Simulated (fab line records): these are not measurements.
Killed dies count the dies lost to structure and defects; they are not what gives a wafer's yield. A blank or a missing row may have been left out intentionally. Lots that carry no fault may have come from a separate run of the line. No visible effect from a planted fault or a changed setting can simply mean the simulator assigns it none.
Split-lot experiment ; flow sky130 ; 23 wafers read across 5 lots, on a route 708 steps long

== ON THE SPLIT ==
At SKY_GATE_OXIDE_IMPLANT_11, the setting doseCm2 was moved away from the recipe's 2.6e+12 on 4 of the 23 wafers read, by -4.7% to -2.3%. The other wafers ran this setting at the recipe's value.

== FROM THE SPLIT TO THE READING: what the file shows between them, 2 steps ==
- SKY_GATE_OXIDE_WET_ETCH_12: etches SiO2 in dHF, target depth 16.8 nm, time 336 s
- SKY_GATE_OXIDE_STRIP_13: strips in O2/N2

== THE READING ==
GATE_OXIDE_TW, at SKY_GATE_OXIDE_TW_MEAS_14. Fault-free wafers of this fab line usually give 223.6, standard deviation 1.4.

wafer;tool, chamber at the split;doseCm2 as run;against the recipe;GATE_OXIDE_TW;against lot-mates on the recipe
L074.1;implanter-03, 0;2.6e+12;recipe;222.8;-
L074.2;implanter-03, 0;2.6e+12;recipe;224.1;-
L074.4;implanter-03, 0;2.6e+12;recipe;222.1;-
L074.5;implanter-03, 0;2.6e+12;recipe;223.6;-
L074.6;implanter-03, 0;2.6e+12;recipe;223.0;-
L078.1;implanter-02, 0;2.6e+12;recipe;221.5;-
L078.2;implanter-02, 0;2.478e+12;-4.7%;218.1;-3.4
L078.3;implanter-02, 0;2.6e+12;recipe;221.3;-
L078.5;implanter-02, 0;2.478e+12;-4.7%;217.0;-4.5
L078.6;implanter-02, 0;2.6e+12;recipe;221.7;-
L080.1;implanter-04, 0;2.6e+12;recipe;225.2;-
L080.3;implanter-04, 0;2.6e+12;recipe;224.6;-
L080.6;implanter-04, 0;2.6e+12;recipe;223.9;-
L082.1;implanter-04, 0;2.6e+12;recipe;224.5;-
L082.3;implanter-04, 0;2.6e+12;recipe;226.0;-
L082.4;implanter-04, 0;2.6e+12;recipe;224.1;-
L082.5;implanter-04, 0;2.6e+12;recipe;224.1;-
L082.6;implanter-04, 0;2.6e+12;recipe;224.1;-
L085.1;implanter-04, 0;2.6e+12;recipe;224.5;-
L085.2;implanter-04, 0;2.6e+12;recipe;223.9;-
L085.4;implanter-04, 0;2.541e+12;-2.3%;222.7;-1.6
L085.5;implanter-04, 0;2.6e+12;recipe;224.6;-
L085.6;implanter-04, 0;2.541e+12;-2.3%;222.5;-1.8

FIT RESULTS
A straight line over all 23 wafers: GATE_OXIDE_TW changes by +1.17 for each +1% of doseCm2; r = +0.80; the points scatter about the line by 1.3.
The same after taking each lot's own level away (the mean of its wafers on the recipe; 23 wafers): +0.829 for each +1%; r = +0.91; scatter 0.58.
That fit puts the effect of the largest move of doseCm2 on the reading at 3.9.
The lots' own levels span 221.50 to 224.57, that is 2.2 times the standard deviation above.
So the lot-to-lot level blurs the effect unless lot-mates are compared.
Check: with one of the wafers moved furthest among these (-4.7%) left out of the fit, the line predicts -4.21 for it against its lot-mates. It came out at -3.4 against them.

== THE OTHER SPLITS THESE WAFERS WENT THROUGH ==
Other splits were also applied to these wafers ahead of the reading. Each is held against what the fit with the lots' levels taken away leaves over:
other split on the same wafers;wafers away from the commonest value;r with GATE_OXIDE_TW (lot level and that fit taken away)
SKY_GATE_OXIDE_OXIDATION_01 tempC;15;-0.03
SKY_GATE_OXIDE_COAT_05 spinRpm;6;+0.17

== FILE'S OWN FIT ==
GATE_OXIDE_TW changes by +0.828 for each +1% of doseCm2, r = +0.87.
